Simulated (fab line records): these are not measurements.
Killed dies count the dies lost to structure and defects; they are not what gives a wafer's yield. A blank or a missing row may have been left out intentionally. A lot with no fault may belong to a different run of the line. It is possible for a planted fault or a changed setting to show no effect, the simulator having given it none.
Which tool is to blame? | flow sfq-line | 15 lots, 44 wafers sampled, at 2 steps of a route of 325

## WHAT THE GAUGES SHOWED, per wafer
No reading from a measuring or inspecting step in the record can be judged against a usual standard deviation.

## EACH LOT AND THE TOOL THAT RAN IT (in order: tool; ch and the chambers of the sampled wafers; start)
lot  | SFQ_TRILAYER_L0_CAP_PECVD_011  | SFQ_TRILAYER_L0_VIA_ETCH_VIA_ETCH_016
L156 | pecvd-02 ch 0,2, day 3 15:53   | rie-diel-02 ch 0,3, day 4 21:49
L158 | pecvd-02 ch 1,2, day 3 20:41   | rie-diel-02 ch 0,1,2, day 5 04:05
L159 | pecvd-04 ch 0,1, day 3 21:52   | rie-diel-03 ch 0,2,3, day 5 08:53
L160 | pecvd-01 ch 0,1,2, day 4 00:16 | rie-diel-04 ch 0,1,2, day 5 10:07
L161 | pecvd-01 ch 0,1,2, day 4 02:40 | rie-diel-03 ch 2,3, day 5 13:47
L162 | pecvd-04 ch 0,1,2, day 4 03:59 | rie-diel-04 ch 1,2,3, day 5 17:23
L163 | pecvd-01 ch 0,1,2, day 4 06:30 | rie-diel-02 ch 0,2, day 5 19:47
L164 | pecvd-04 ch 0,2, day 4 11:49   | rie-diel-03 ch 1,3, day 5 23:25
L165 | pecvd-04 ch 0,2, day 4 16:37   | rie-diel-03 ch 1,3, day 6 05:25
L166 | pecvd-04 ch 0,2, day 4 21:25   | rie-diel-02 ch 1,2, day 6 08:59
L168 | pecvd-04 ch 1,2, day 5 12:05   | rie-diel-02 ch 0,1, day 6 23:23
L174 | pecvd-02 ch 0,2, day 6 18:11   | rie-diel-04 ch 0,2, day 8 06:34
L175 | pecvd-01 ch 0,2, day 6 22:59   | rie-diel-03 ch 0,2,3, day 8 08:58
L176 | pecvd-01 ch 0,1,2, day 7 02:50 | rie-diel-02 ch 1,3, day 8 12:34
L178 | pecvd-01 ch 0,1,2, day 7 14:35 | rie-diel-02 ch 1,2,3, day 9 14:32
- SFQ_TRILAYER_L0_CAP_PECVD_011: deposits SiO2 from SiH4/N2O, time 13.333 s, target thk 60 nm.
- SFQ_TRILAYER_L0_VIA_ETCH_VIA_ETCH_016: etches SiO2 in CHF3, stops on MoNx KI, target depth 80 nm.

## AS READ BY THE TOOLS THEMSELVES (means over the sampled wafers that have a number; for cases with no such wafer, the mark the record gives instead)
SFQ_TRILAYER_L0_CAP_PECVD_011. Usual: heater-power-w 87 W, standard deviation 21; throttle-valve-pct 24.0 %, standard deviation 1.5.
lot  | tool     | heater-power-w (W) | throttle-valve-pct (%) | flag
L156 | pecvd-02 | 87                 | 23.5                   |
L158 | pecvd-02 | 113                | 25.3                   |
L159 | pecvd-04 | 62                 | 25.2                   |
L160 | pecvd-01 | 98                 | 22.6                   |
L161 | pecvd-01 | 94                 | 22.7                   |
L162 | pecvd-04 | 70                 | 24.9                   |
L163 | pecvd-01 | 97                 | 22.6                   |
L164 | pecvd-04 | 82                 | 24.1                   |
L165 | pecvd-04 | 72                 | 24.2                   |
L166 | pecvd-04 | 73                 | 24.1                   |
L168 | pecvd-04 | 69                 | 25.2                   |
L174 | pecvd-02 | 95                 | 23.8                   |
L175 | pecvd-01 | 79                 | 23.0                   |
L176 | pecvd-01 | 97                 | 22.8                   |
L178 | pecvd-01 | 99                 | 22.7                   |

SFQ_TRILAYER_L0_VIA_ETCH_VIA_ETCH_016. Usual: drypump-motor-current-A 5.8 A, standard deviation 0.34; oes-product-au 0.843 a.u., standard deviation 0.007.
lot  | tool        | drypump-motor-current-A (A) | oes-product-au (a.u.) | flag
L156 | rie-diel-02 | 5.6                         | 0.842                 |
L158 | rie-diel-02 | 5.8                         | 0.843                 |
L159 | rie-diel-03 | 5.6                         | 0.843                 |
L160 | rie-diel-04 | 5.6                         | 0.848                 |
L161 | rie-diel-03 | 5.8                         | 0.845                 |
L162 | rie-diel-04 | 5.5                         | 0.843                 |
L163 | rie-diel-02 | 5.9                         | 0.847                 |
L164 | rie-diel-03 | 5.9                         | 0.845                 |
L165 | rie-diel-03 | 5.9                         | 0.903                 | OFF
L166 | rie-diel-02 | 5.7                         | 0.902                 | OFF
L168 | rie-diel-02 | 5.6                         | 0.923                 | OFF
L174 | rie-diel-04 | 5.6                         | 0.836                 |
L175 | rie-diel-03 | 5.6                         | 0.842                 |
L176 | rie-diel-02 | 5.6                         | 0.837                 |
L178 | rie-diel-02 | 5.8                         | 0.843                 |

## THE ANSWER, worked out from the rows above alone
Rule: lot off if the mean of its wafers having a number is beyond 3 standard deviations from the usual mean. A lot without any number at a reading at which 4 lots or more have one is off too. All remaining lots with rows at the step are treated as sound. After the gauges, taken in route order, come the tools' own readings; for these a lot's mean is taken, as printed above. The first step at which some lot is off is used, and at that step the reading that is off furthest; a lot without a number counts as furthest.
Off: L165, L166, L168 (SFQ_TRILAYER_L0_VIA_ETCH_VIA_ETCH_016, oes-product-au).
If a tool, at that step or one of the process steps before it, ran each lot that is off and ran no sound lot following the first of them, it fits. One fits: SFQ_TRILAYER_L0_CAP_PECVD_011 on pecvd-04. A fault onset in the window from L164 (day 4 11:49, its last sound lot) to L165 (day 4 16:37, its first lot off) fits.

## WHAT HAD BEEN PUT IN BY THE SIMULATOR
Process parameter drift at SFQ_TRILAYER_L0_CAP_PECVD_011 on pecvd-04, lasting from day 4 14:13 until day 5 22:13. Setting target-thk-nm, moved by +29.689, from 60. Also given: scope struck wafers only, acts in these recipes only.
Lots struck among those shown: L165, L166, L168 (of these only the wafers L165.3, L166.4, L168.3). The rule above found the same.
